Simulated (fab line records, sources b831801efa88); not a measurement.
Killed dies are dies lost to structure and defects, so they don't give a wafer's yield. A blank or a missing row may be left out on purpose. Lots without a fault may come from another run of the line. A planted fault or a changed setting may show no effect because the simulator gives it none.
Which tool did it? | flow sky130 | 12 lots, 36 wafers sampled, at 2 steps of a route of 708

WHAT THE GAUGES READ, wafer by wafer
SKY_VIA2_RS_MEAS_22: measures by four-point-probe.
lot  | measured     | on            | VIA2_W_RS (ohm/sq)
L075 | day 36 14:02 | film_metro-04 | 0.274 0.273 0.272
L077 | day 37 11:18 | film_metro-02 | 0.269 0.273 0.274
L079 | day 37 23:33 | film_metro-01 | 0.267 0.269 0.267
L081 | day 38 21:02 | film_metro-02 | 0.272 0.268 0.265
L083 | day 39 03:59 | film_metro-04 | 0.274 0.274 0.272
L085 | day 40 10:43 | film_metro-04 | 0.269 0.269 0.272
L087 | day 40 17:08 | film_metro-04 | 0.265 0.266 0.264
L091 | day 41 19:21 | film_metro-04 | 0.271 0.272 0.275
L088 | day 41 22:17 | film_metro-01 | 0.276 0.272 0.272
L093 | day 42 05:29 | film_metro-02 | 0.277 0.271 0.275
L095 | day 42 14:13 | film_metro-02 | 0.273 0.275 0.272
L097 | day 43 07:30 | film_metro-04 | 0.267 0.269 0.270

WHICH TOOL RAN EACH LOT (tool, then ch and the chambers of the sampled wafers, then the start)
lot  | SKY_METAL1_STRIP_20
L075 | plasma_asher-01 ch 0,1, day 33 01:34
L077 | plasma_asher-03 ch 0, day 33 22:28
L079 | plasma_asher-02 ch 0,1, day 34 12:20
L081 | plasma_asher-02 ch 0,1, day 35 09:53
L083 | plasma_asher-03 ch 0,1, day 35 18:04
L085 | plasma_asher-03 ch 0,1, day 37 01:03
L087 | plasma_asher-02 ch 0,1, day 37 07:28
L091 | plasma_asher-02 ch 0,1, day 38 12:46
L088 | plasma_asher-01 ch 0,1, day 38 16:56
L093 | plasma_asher-03 ch 0,1, day 38 22:34
L095 | plasma_asher-02 ch 0,1, day 39 08:51
L097 | plasma_asher-03 ch 0,1, day 40 01:22
- SKY_METAL1_STRIP_20: strips in O2/N2.

THE ANSWER, worked out from the rows above alone
Rule: what is usual is taken from the lots themselves. Put in order of their means at a reading, lots are off if they are a third of the lots or fewer, leave a main group of 4 or more, and stand apart from it by a gap of 3 or more times the standard deviation of the main group's means; of several such gaps the widest counts. A main group whose means are all the same, to the digits that the tables above print for the reading, isn't used. A lot without any number at a reading at which 4 lots or more have one is off too. The other lots that the step has rows for count as sound.
No lot is off at any reading shown: from this, nothing can be told.

WHAT THE SIMULATOR HAD PUT IN
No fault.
